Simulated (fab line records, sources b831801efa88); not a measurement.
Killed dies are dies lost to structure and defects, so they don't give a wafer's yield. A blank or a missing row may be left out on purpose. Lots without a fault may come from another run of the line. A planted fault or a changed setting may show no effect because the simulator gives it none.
Which tool did it? | flow gf180mcu | 13 lots, 39 wafers sampled, at 5 steps of a route of 602

WHAT THE GAUGES READ, wafer by wafer
GF_STI_THK_MEAS_30.
lot  | measured    | on            | STI_OXIDATION_02_THK (nm)
L653 | day 2 06:41 | film_metro-01 | 10.19 10.41 10.40
L654 | day 2 11:01 | film_metro-01 | 10.06 10.19 10.24
L655 | day 2 16:47 | film_metro-01 | 10.24 10.16 10.30
L656 | day 2 21:45 | film_metro-01 | 10.17 10.28 10.30
L657 | day 3 02:59 | film_metro-01 | 9.94 10.02 9.84
L660 | day 3 18:12 | film_metro-01 | 9.95 9.83 9.96
L661 | day 3 23:50 | film_metro-02 | 10.30 10.36 10.30
L664 | day 4 16:30 | film_metro-01 | 10.11 9.91 10.07
L665 | day 4 21:22 | film_metro-01 | 9.84 9.82 9.72
L666 | day 5 01:15 | film_metro-04 | 10.16 10.16 9.95
L669 | day 5 15:42 | film_metro-04 | 10.21 10.28 10.29
L670 | day 5 22:55 | film_metro-01 | 9.81 9.69 9.67
L676 | day 7 05:10 | film_metro-04 | 10.01 9.97 9.93

GF_VT_IMPLANT_OVL_MEAS_40.
lot  | measured     | on         | VT_IMPLANT_03_OVL (nm)
L653 | day 7 13:46  | overlay-02 | 0.2 -2.7 -0.8
L654 | day 7 18:52  | overlay-02 | -0.3 0.1 0.1
L655 | day 8 01:01  | overlay-02 | 0.6 -1.1 -0.3
L656 | day 8 08:25  | overlay-02 | -1.8 -1.2 -1.7
L657 | day 8 15:08  | overlay-02 | -119.7 -118.9 -117.5
L660 | day 9 09:52  | overlay-01 | -1.1 -1.7 -1.8
L661 | day 9 17:37  | overlay-02 | -119.3 -117.8 -119.0
L664 | day 10 15:40 | overlay-02 | -119.4 -119.4 -119.9
L665 | day 10 21:04 | overlay-02 | 2.0 -0.3 -1.3
L666 | day 11 01:43 | overlay-01 | -0.8 -2.3 -0.7
L669 | day 11 20:16 | overlay-02 | 0.0 -2.0 -0.8
L670 | day 12 06:10 | overlay-01 | 1.0 0.1 -0.4
L676 | day 13 23:19 | overlay-02 | -2.5 -3.2 -2.3

GF_POLY_GATE_THK_MEAS_17.
lot  | measured     | on            | POLY_GATE_OXIDATION_THK (nm)
L653 | day 9 06:16  | film_metro-01 | 4.01 4.06 4.05
L654 | day 9 13:29  | film_metro-03 | 4.13 4.14 4.14
L655 | day 9 18:47  | film_metro-01 | 4.02 4.13 4.22
L656 | day 10 02:19 | film_metro-03 | 3.95 4.02 3.88
L657 | day 10 09:32 | film_metro-03 | 4.14 4.12 4.18
L660 | day 11 05:29 | film_metro-01 | 4.07 4.12 4.08
L661 | day 11 13:28 | film_metro-04 | 3.88 3.89 3.97
L664 | day 12 13:46 | film_metro-04 | 3.88 3.97 3.99
L665 | day 12 20:16 | film_metro-03 | 3.99 4.07 4.04
L666 | day 13 00:28 | film_metro-01 | 3.95 3.99 3.98
L669 | day 13 20:25 | film_metro-03 | 4.01 4.04 4.05
L670 | day 14 04:58 | film_metro-04 | 4.10 4.11 4.06
L676 | day 16 01:13 | film_metro-04 | 3.93 3.90 3.91

GF_SAB_CD_MEAS_09: target cd 420 nm.
lot  | measured     | on        | cd_nm (nm)
L653 | day 15 01:08 | cd_sem-01 | 421.8 424.8 424.2
L654 | day 15 11:31 | cd_sem-02 | 421.6 419.9 421.3
L655 | day 15 16:50 | cd_sem-01 | 417.6 419.6 417.8
L656 | day 16 03:00 | cd_sem-02 | 418.9 419.3 420.7
L657 | day 16 10:35 | cd_sem-01 | 421.7 423.2 421.5
L660 | day 17 13:09 | cd_sem-01 | 418.4 418.7 418.5
L661 | day 17 19:06 | cd_sem-01 | 424.4 423.8 422.2
L664 | day 19 04:07 | cd_sem-01 | 420.9 420.5 419.4
L665 | day 19 09:03 | cd_sem-01 | 422.7 419.6 420.1
L666 | day 19 15:52 | cd_sem-02 | 419.4 420.2 419.2
L669 | day 20 15:52 | cd_sem-01 | 421.6 420.5 419.1
L670 | day 21 02:37 | cd_sem-01 | 416.2 418.1 418.6
L676 | day 23 04:29 | cd_sem-01 | 421.9 419.7 421.4

WHICH TOOL RAN EACH LOT (tool, then ch and the chambers of the sampled wafers, then the start)
lot  | GF_VT_IMPLANT_EXPOSE_37
L653 | iline_stepper-01 ch 0, day 7 06:05
L654 | iline_stepper-02 ch 0, day 7 10:53
L655 | iline_stepper-01 ch 0, day 7 17:21
L656 | iline_stepper-02 ch 0, day 8 01:03
L657 | iline_stepper-02 ch 0, day 8 07:02
L660 | iline_stepper-01 ch 0, day 9 01:43
L661 | iline_stepper-02 ch 0, day 9 09:42
L664 | iline_stepper-02 ch 0, day 10 06:58
L665 | iline_stepper-01 ch 0, day 10 11:56
L666 | iline_stepper-01 ch 0, day 10 16:52
L669 | iline_stepper-01 ch 0, day 11 11:23
L670 | iline_stepper-01 ch 0, day 11 20:28
L676 | iline_stepper-01 ch 0, day 13 13:35
- GF_VT_IMPLANT_EXPOSE_37: exposes mask Nwell HV AREA, target cd 860 nm.

WHAT THE TOOLS THEMSELVES READ (means of the sampled wafers that have a number; where no wafer has one, the mark that the record gives instead)
The record holds no such reading with a usual standard deviation.

THE ANSWER, worked out from the rows above alone
Rule: what is usual is taken from the lots themselves. Put in order of their means at a reading, lots are off if they are a third of the lots or fewer, leave a main group of 4 or more, and stand apart from it by a gap of 3 or more times the standard deviation of the main group's means; of several such gaps the widest counts. A main group whose means are all the same, to the digits that the tables above print for the reading, isn't used. A lot without any number at a reading at which 4 lots or more have one is off too. The other lots that the step has rows for count as sound. The gauges are gone through in route order, then the tools' own readings, and for those a lot's mean is taken as printed above. The first step at which some lot is off is used, and at that step the reading that is off furthest; a lot without a number counts as furthest.
Off: L657, L661, L664, at GF_VT_IMPLANT_OVL_MEAS_40 (VT_IMPLANT_03_OVL). The main group: mean -0.9 nm, standard deviation 0.87.
A tool fits if, at a process step before that reading, it ran every lot that is off, and no sound lot after the first of them. The gauges at GF_VT_IMPLANT_OVL_MEAS_40 are tried like those tools. One fits: iline_stepper-02 at GF_VT_IMPLANT_EXPOSE_37. Its last sound lot is L656 (day 8 01:03), its first lot that is off L657 (day 8 07:02): a fault that began between those two fits.

WHAT THE SIMULATOR HAD PUT IN
Scanner matching overlay: iline_stepper-02, from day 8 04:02 on, at GF_VT_IMPLANT_EXPOSE_37. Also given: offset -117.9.
Lots struck among those shown: L657, L661, L664. The rule above found the same.
